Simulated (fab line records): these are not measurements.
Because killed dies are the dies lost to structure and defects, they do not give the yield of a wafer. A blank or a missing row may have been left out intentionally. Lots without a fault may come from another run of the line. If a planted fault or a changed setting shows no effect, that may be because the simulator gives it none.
fab line records | flow sfqLine
[record] lots = 14 | wafers = 42 | lastDay = 86
route steps=325 shown L0V@18 I0@46 M3@131 M5@207
lots untouched by any fault: they come from a run of this same line in which no faults occurred
startH: hours from the record's first day to the start of the lot's first wafer shown | waitH: hours since the lot's step before | " same as the row above | L1.1+2: one row covering several wafers at once | - no value, or no start given | * or withheld: withheld | < > ~ a bound
route shown NAME@n: names a module that has steps shown in the file, with the first one's number in the route | usual: average and standard deviation across the fault-free wafers | same: alike in all rows | chamber/n: place in a boat | sites: the reading at each site | _std_site: their standard deviation | _edge_site: outer sites' mean less inner sites' | radiusMm: how far each site lies from the wafer's centre | mask NAME#n: copy n | behind: the most recent tool/chamber to have shaped the wafer | hold: why the lot was held/for how many hours/how that ended | device: whichever transistor did not switch (one of n, p or np) | end of line: tests run on the same wafers once the route is complete | step lacking rows: just its recipe | killed: the dies lost at the first sort to structure and to defects; this is not the yield of the wafer | map: a wafer's dies, marking killed ones x, the rest . and places with no die _
set.NAME: the setting the step ran with; set.NAME@STEP: the setting that earlier step ran with | model.NAME: the simulator's own value behind a step, which no gauge read
route steps across a sampled set of lots; one table per step, one row per wafer
services: when a tool's chamber went out of use (startH, in hours from the record's first day, below 0 if earlier), for how many hours, and the reason
[[steps]]
[step SFQ_TRILAYER_L0_VIA_LITHO_COAT_013]
[recipe] resist = KrF | spinRpm = 3000 | resistThkNm = 650
[usual] spinSpeedRpm = 3000.3/2.1
lot.wafer | tool          | chamber | startH | waitH | spinSpeedRpm
L947.2    | lithoTrack-04 | 0       | 59.17  | 0.2   | 3001.0
L947.4    | "             | 0       | "      | "     | 2997.9
L947.5    | "             | 0       | "      | "     | 3000.1
L948.3    | lithoTrack-03 | 0       | 64.87  | 0.2   | 3001.5
L948.4    | "             | 0       | "      | "     | 3002.3
L948.6    | "             | 0       | "      | "     | 2996.7
L951.2    | lithoTrack-03 | 0       | 86.07  | 0.2   | 3003.3
L951.3    | "             | 0       | "      | "     | 3000.0
L951.4    | "             | 0       | "      | "     | 2998.1
L952.4    | lithoTrack-02 | 0       | 93.37  | 0.2   | 3000.1
L952.5    | "             | 0       | "      | "     | 3000.5
L952.6    | "             | 0       | "      | "     | 3001.4
L958.1    | lithoTrack-04 | 0       | 137.80 | 0.2   | 2998.3
L958.3    | "             | 0       | "      | "     | 2997.3
L958.6    | "             | 0       | "      | "     | 3000.0
L959.1    | lithoTrack-03 | 0       | 146.35 | 0.2   | 3004.5
L959.4    | "             | 0       | "      | "     | 2998.1
L959.6    | "             | 0       | "      | "     | 3001.6
L960.2    | lithoTrack-03 | 0       | 151.22 | 0.2   | 2999.8
L960.3    | "             | 0       | "      | "     | 2999.0
L960.6    | "             | 0       | "      | "     | 3003.0
L961.2    | lithoTrack-03 | 0       | 158.40 | 0.2   | 2704.1
L961.4    | "             | 0       | "      | "     | 2703.1
L961.5    | "             | 0       | "      | "     | 2702.1
L962.2    | lithoTrack-03 | 0       | 163.20 | 0.2   | 2701.6
L962.3    | "             | 0       | "      | "     | 2704.4
L962.6    | "             | 0       | "      | "     | 2704.5
L963.4    | lithoTrack-02 | 0       | 169.30 | 0.2   | 3003.1
L963.5    | "             | 0       | "      | "     | 2995.5
L963.6    | "             | 0       | "      | "     | 3003.8
L966.2    | lithoTrack-04 | 0       | 193.47 | 0.2   | 3000.2
L966.5    | "             | 0       | "      | "     | 2996.9
L966.6    | "             | 0       | "      | "     | 2998.1
L968.1    | lithoTrack-04 | 0       | 208.72 | 0.2   | 3000.6
L968.3    | "             | 0       | "      | "     | 2998.5
L968.4    | "             | 0       | "      | "     | 2999.1
L969.3    | lithoTrack-04 | 0       | 217.22 | 0.2   | 2997.9
L969.5    | "             | 0       | "      | "     | 2997.8
L969.6    | "             | 0       | "      | "     | 2998.6
L970.4    | lithoTrack-04 | 0       | 226.03 | 0.2   | 3001.8
L970.5    | "             | 0       | "      | "     | 3001.2
L970.6    | "             | 0       | "      | "     | 2998.6
[step SFQ_TRILAYER_I0_METRO_MEASURE_029]
[usual] thkNm = 204.1/1
lot.wafer | tool         | chamber | startH | waitH | thkNm
L947.2    | filmMetro-02 | -       | 221.51 | 0.3   | 203.9
L947.4    | "            | -       | "      | "     | 204.8
L947.5    | "            | -       | "      | "     | 204.3
L948.3    | filmMetro-04 | -       | 236.75 | 0.5   | 203.4
L948.4    | "            | -       | "      | "     | 203.6
L948.6    | "            | -       | "      | "     | 204.1
L951.2    | filmMetro-01 | -       | 270.31 | 0.3   | 202.4
L951.3    | "            | -       | "      | "     | 202.4
L951.4    | "            | -       | "      | "     | 203.9
L952.4    | filmMetro-01 | -       | 284.04 | 0.6   | 203.1
L952.5    | "            | -       | "      | "     | 204.1
L952.6    | "            | -       | "      | "     | 202.9
L958.1    | filmMetro-01 | -       | 345.90 | 0.1   | 203.5
L958.3    | "            | -       | "      | "     | 203.1
L958.6    | "            | -       | "      | "     | 204.5
L959.1    | filmMetro-02 | -       | 364.91 | 0.1   | 204.4
L959.4    | "            | -       | "      | "     | 202.6
L959.6    | "            | -       | "      | "     | 204.1
L960.2    | filmMetro-01 | -       | 369.38 | 0.3   | 204.6
L960.3    | "            | -       | "      | "     | 205.0
L960.6    | "            | -       | "      | "     | 204.0
L961.2    | filmMetro-02 | -       | 373.56 | 0.3   | 204.0
L961.4    | "            | -       | "      | "     | 204.8
L961.5    | "            | -       | "      | "     | 204.1
L962.2    | filmMetro-01 | -       | 376.56 | 0.3   | 203.4
L962.3    | "            | -       | "      | "     | 204.4
L962.6    | "            | -       | "      | "     | 203.3
L963.4    | filmMetro-02 | -       | 377.51 | 0.6   | 205.1
L963.5    | "            | -       | "      | "     | 205.2
L963.6    | "            | -       | "      | "     | 204.8
L966.2    | filmMetro-02 | -       | 382.56 | 0.3   | 203.8
L966.5    | "            | -       | "      | "     | 203.7
L966.6    | "            | -       | "      | "     | 204.0
L968.1    | filmMetro-04 | -       | 388.36 | 0.1   | 205.3
L968.3    | "            | -       | "      | "     | 204.0
L968.4    | "            | -       | "      | "     | 204.9
L969.3    | filmMetro-04 | -       | 391.76 | 0.5   | 206.1
L969.5    | "            | -       | "      | "     | 204.5
L969.6    | "            | -       | "      | "     | 205.8
L970.4    | filmMetro-01 | -       | 392.51 | 0.6   | 206.4
L970.5    | "            | -       | "      | "     | 205.9
L970.6    | "            | -       | "      | "     | 205.4
[step SFQ_TRILAYER_M3_STRIP_STRIP_079]
[recipe] gas = O2 | powerW = 200 | platenTempC = 40 | overashFraction = 0.65 | chemistry = O2 | pressureMtorr = 50
[usual] drypumpMotorCurrentA = 5.6/0.51 | heBacksideLeakSccm = 3.47/0.28 | oesProductAu = 1.000/0.0066
lot.wafer | tool        | chamber | startH  | waitH | drypumpMotorCurrentA | heBacksideLeakSccm | oesProductAu | rfHoursCounterH
L947.2    | rieMetal-01 | 1       | 637.53  | 0.1   | 6.2                  | 3.44               | 1.008        | 71
L947.4    | "           | 0       | "       | "     | 5.3                  | 3.36               | 0.996        | -
L947.5    | "           | 1       | "       | "     | 6.2                  | 3.44               | 1.001        | -
L948.3    | rieMetal-04 | 0       | 642.53  | 0.2   | 4.8                  | 3.56               | 1.004        | -
L948.4    | "           | 1       | "       | "     | 5.8                  | 3.15               | 0.993        | -
L948.6    | "           | 0       | "       | "     | 4.8                  | 3.33               | 1.004        | -
L951.2    | rieMetal-02 | 0       | 839.66  | 0.1   | 6.2                  | 3.41               | 0.999        | 127
L951.3    | "           | 1       | "       | "     | 5.2                  | 3.51               | 0.996        | -
L951.4    | "           | 0       | "       | "     | 6.1                  | 3.17               | 0.995        | -
L952.4    | rieMetal-04 | 1       | 850.91  | 0.2   | 5.7                  | 3.35               | 0.997        | -
L952.5    | "           | 0       | "       | "     | 4.8                  | 3.24               | 1.000        | -
L952.6    | "           | 1       | "       | "     | 5.8                  | 3.34               | 1.004        | -
L958.1    | rieMetal-01 | 1       | 934.85  | 0.1   | 6.2                  | 3.50               | 1.007        | 116
L958.3    | "           | 1       | "       | "     | 6.2                  | 3.59               | 0.989        | -
L958.6    | "           | 1       | "       | "     | 6.2                  | 3.65               | 0.991        | -
L959.1    | rieMetal-02 | 1       | 971.32  | 0.2   | 5.2                  | 4.11               | 0.991        | 141
L959.4    | "           | 1       | "       | "     | 5.2                  | 4.03               | 0.989        | -
L959.6    | "           | 1       | "       | "     | 5.2                  | 4.07               | 1.002        | -
L960.2    | rieMetal-01 | 1       | 1105.53 | 0.1   | 6.2                  | 3.46               | 1.006        | 3
L960.3    | "           | 1       | "       | "     | 6.2                  | 3.40               | 1.002        | -
L960.6    | "           | 1       | "       | "     | 6.2                  | 3.36               | 1.007        | -
L961.2    | rieMetal-01 | 0       | 1107.93 | 0.1   | 5.3                  | 3.38               | 1.019        | 52
L961.4    | "           | 1       | "       | "     | 6.2                  | 3.49               | 1.005        | -
L961.5    | "           | 0       | "       | "     | 5.3                  | 3.36               | 1.010        | -
L962.2    | rieMetal-04 | 0       | 1109.13 | 0.1   | 4.8                  | 3.45               | 1.009        | 16
L962.3    | "           | 1       | "       | "     | 5.8                  | 3.42               | 0.996        | -
L962.6    | "           | 0       | "       | "     | 4.8                  | 3.36               | 1.005        | -
L963.4    | rieMetal-02 | 0       | 1120.13 | 0.2   | 6.1                  | 3.21               | 0.997        | -
L963.5    | "           | 1       | "       | "     | 5.2                  | 3.38               | 0.993        | -
L963.6    | "           | 0       | "       | "     | 6.1                  | 3.42               | 1.005        | -
L966.2    | rieMetal-02 | 1       | 1128.33 | 0.1   | 5.2                  | 3.95               | 0.999        | 16
L966.5    | "           | 0       | "       | "     | 6.1                  | 3.31               | 0.997        | -
L966.6    | "           | 1       | "       | "     | 5.2                  | 3.87               | 1.001        | -
L968.1    | rieMetal-02 | 1       | 1130.73 | 0.1   | 5.2                  | 3.89               | 0.996        | 17
L968.3    | "           | 0       | "       | "     | 6.1                  | 3.23               | 1.009        | -
L968.4    | "           | 1       | "       | "     | 5.2                  | 3.82               | 1.003        | -
L969.3    | rieMetal-04 | 1       | 1132.13 | 0.2   | 5.8                  | 3.43               | 0.999        | -
L969.5    | "           | 1       | "       | "     | 5.8                  | 3.38               | 0.985        | -
L969.6    | "           | 0       | "       | "     | 4.8                  | 3.27               | 1.006        | -
L970.4    | rieMetal-02 | 1       | 1134.53 | 0.2   | 5.2                  | 3.53               | 0.984        | -
L970.5    | "           | 1       | "       | "     | 5.2                  | 3.77               | 0.990        | -
L970.6    | "           | 0       | "       | "     | 6.1                  | 3.30               | 0.995        | -
[step SFQ_TRILAYER_M5_STRIP_STRIP_127]
[recipe] gas = O2 | powerW = 200 | platenTempC = 40 | overashFraction = 0.65 | chemistry = O2 | pressureMtorr = 50
[usual] drypumpMotorCurrentA = 5.8/0.62 | heBacksideLeakSccm = 3.49/0.26 | oesProductAu = 0.998/0.0071
lot.wafer | tool        | chamber | startH  | waitH | drypumpMotorCurrentA | heBacksideLeakSccm | oesProductAu | rfHoursCounterH
L947.2    | rieMetal-02 | 0       | 1082.78 | 0.1   | 6.1                  | 3.22               | 0.987        | 21
L947.4    | "           | 0       | "       | "     | 6.1                  | 3.27               | 0.993        | -
L947.5    | "           | 1       | "       | "     | 5.2                  | 3.60               | 0.993        | -
L948.3    | rieMetal-03 | 1       | 1104.56 | 0.3   | 6.1                  | 3.56               | 0.999        | -
L948.4    | "           | 0       | "       | "     | 6.6                  | 3.66               | 0.999        | -
L948.6    | "           | 1       | "       | "     | 6.1                  | 3.51               | 0.999        | -
L951.2    | rieMetal-04 | 0       | 1407.03 | 0.1   | 4.8                  | 5.51               | 1.003        | 62
L951.3    | "           | 1       | "       | "     | 5.8                  | 3.45               | 1.003        | -
L951.4    | "           | 0       | "       | "     | 4.8                  | 3.61               | 1.004        | -
L952.4    | rieMetal-04 | 0       | 1415.63 | 0.3   | 4.8                  | 3.37               | 0.993        | -
L952.5    | "           | 0       | "       | "     | 4.8                  | 3.25               | 0.999        | -
L952.6    | "           | 0       | "       | "     | 4.8                  | 3.38               | 1.009        | -
L958.1    | rieMetal-03 | 1       | 1513.13 | 0.1   | 6.1                  | 3.39               | 1.002        | 13
L958.3    | "           | 1       | "       | "     | 6.1                  | 3.48               | 0.994        | -
L958.6    | "           | 0       | "       | "     | 6.6                  | 3.43               | 0.988        | -
L959.1    | rieMetal-03 | 1       | 1523.93 | 0.1   | 6.1                  | 3.49               | 0.997        | 14
L959.4    | "           | 1       | "       | "     | 6.1                  | 3.43               | 0.996        | -
L959.6    | "           | 1       | "       | "     | 6.1                  | 3.49               | 0.994        | -
L960.2    | rieMetal-03 | 0       | 1542.06 | 0.1   | 6.6                  | 3.49               | 0.985        | 4
L960.3    | "           | 1       | "       | "     | 6.1                  | 3.60               | 1.002        | -
L960.6    | "           | 0       | "       | "     | 6.6                  | 3.40               | 1.001        | -
L961.2    | rieMetal-02 | 1       | 1545.66 | 0.1   | 5.2                  | 3.95               | 0.991        | 72
L961.4    | "           | 1       | "       | "     | 5.2                  | 3.96               | 0.990        | -
L961.5    | "           | 0       | "       | "     | 6.1                  | 3.51               | 0.997        | -
L962.2    | rieMetal-03 | 0       | 1552.86 | 0.1   | 6.6                  | 3.62               | 1.002        | 5
L962.3    | "           | 1       | "       | "     | 6.1                  | 3.40               | 0.990        | -
L962.6    | "           | 1       | "       | "     | 6.1                  | 3.55               | 0.991        | -
L963.4    | rieMetal-02 | 0       | 1554.26 | 0.3   | 6.1                  | 3.41               | 1.000        | -
L963.5    | "           | 0       | "       | "     | 6.1                  | 3.21               | 0.997        | -
L963.6    | "           | 1       | "       | "     | 5.2                  | 3.63               | 0.988        | -
L966.2    | rieMetal-04 | 1       | 1575.66 | 0.1   | 5.8                  | 3.10               | 0.998        | 76
L966.5    | "           | 0       | "       | "     | 4.8                  | 3.64               | 1.002        | -
L966.6    | "           | 1       | "       | "     | 5.8                  | 3.21               | 0.989        | -
L968.1    | rieMetal-04 | 1       | 1586.46 | 0.1   | 5.8                  | 2.99               | 0.996        | 77
L968.3    | "           | 1       | "       | "     | 5.8                  | 3.36               | 1.007        | -
L968.4    | "           | 0       | "       | "     | 4.8                  | 3.52               | 1.009        | -
L969.3    | rieMetal-03 | 1       | 1593.86 | 0.3   | 6.1                  | 3.43               | 0.994        | -
L969.5    | "           | 0       | "       | "     | 6.6                  | 3.42               | 0.999        | -
L969.6    | "           | 1       | "       | "     | 6.1                  | 3.56               | 1.001        | -
L970.4    | rieMetal-04 | 0       | 1597.46 | 0.3   | 4.8                  | 3.43               | 1.013        | -
L970.5    | "           | 0       | "       | "     | 4.8                  | 3.35               | 1.008        | -
L970.6    | "           | 1       | "       | "     | 5.8                  | 3.23               | 0.993        | -
[[services]]
tool        | chamber | startH  | hours | kind
rieMetal-04 | -       | 230.58  | 2.8   | pm
rieMetal-02 | 0       | 236.28  | 11.7  | repair
rieMetal-04 | -       | 269.96  | 1.2   | repair
rieMetal-02 | 0       | 289.66  | 11.2  | repair
rieMetal-02 | 0       | 327.09  | 12.5  | repair
rieMetal-04 | 1       | 568.46  | 8.6   | repair
rieMetal-02 | 0       | 575.51  | 4.6   | repair
rieMetal-02 | 0       | 592.82  | 10.0  | repair
rieMetal-04 | -       | 728.46  | 28.1  | pm
rieMetal-02 | 0       | 886.28  | 3.5   | repair
rieMetal-04 | -       | 887.27  | 1.4   | pm
rieMetal-02 | -       | 898.73  | 28.1  | pm
rieMetal-02 | 1       | 928.93  | 20.3  | repair
rieMetal-04 | 1       | 1065.07 | 4.1   | repair
rieMetal-02 | -       | 1091.76 | 2.8   | pm
rieMetal-04 | 0       | 1135.30 | 3.4   | repair
rieMetal-02 | 1       | 1203.92 | 48.4  | repair
rieMetal-02 | -       | 1263.77 | 0.3   | repair
rieMetal-04 | -       | 1325.86 | 1.9   | repair
rieMetal-04 | -       | 1330.58 | 2.8   | pm
rieMetal-04 | 1       | 1375.14 | 14.0  | repair
rieMetal-04 | -       | 1413.75 | 0.3   | repair
rieMetal-02 | 1       | 1468.06 | 4.8   | repair
rieMetal-02 | -       | 1470.36 | 1.4   | pm
[[key]]
[firstSign] step = SFQ_TRILAYER_L0_VIA_LITHO_COAT_013 | reading = spinSpeedRpm | direction = down | sigmas = 99+ | usual = 3000.3 | struck = 2703.3
effect none on later readings
metAt SFQ_TRILAYER_L0_VIA_LITHO_COAT_013
struckLots L961,L962
notActingAt SFQ_TRILAYER_I0_METRO_MEASURE_029,SFQ_TRILAYER_M3_STRIP_STRIP_079,SFQ_TRILAYER_M5_STRIP_STRIP_127
onsetBetween 151.22 158.40
[fault] kind = processParameterDrift | tool = lithoTrack-03 | chamber = - | onsetH = 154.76 | steps = SFQ_TRILAYER_L0_VIA_LITHO_COAT_013 | channel = spinRpm | offset = -297.81 | shape = step | endH = 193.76 | actsIn = theseRecipesOnly | stated = 3000
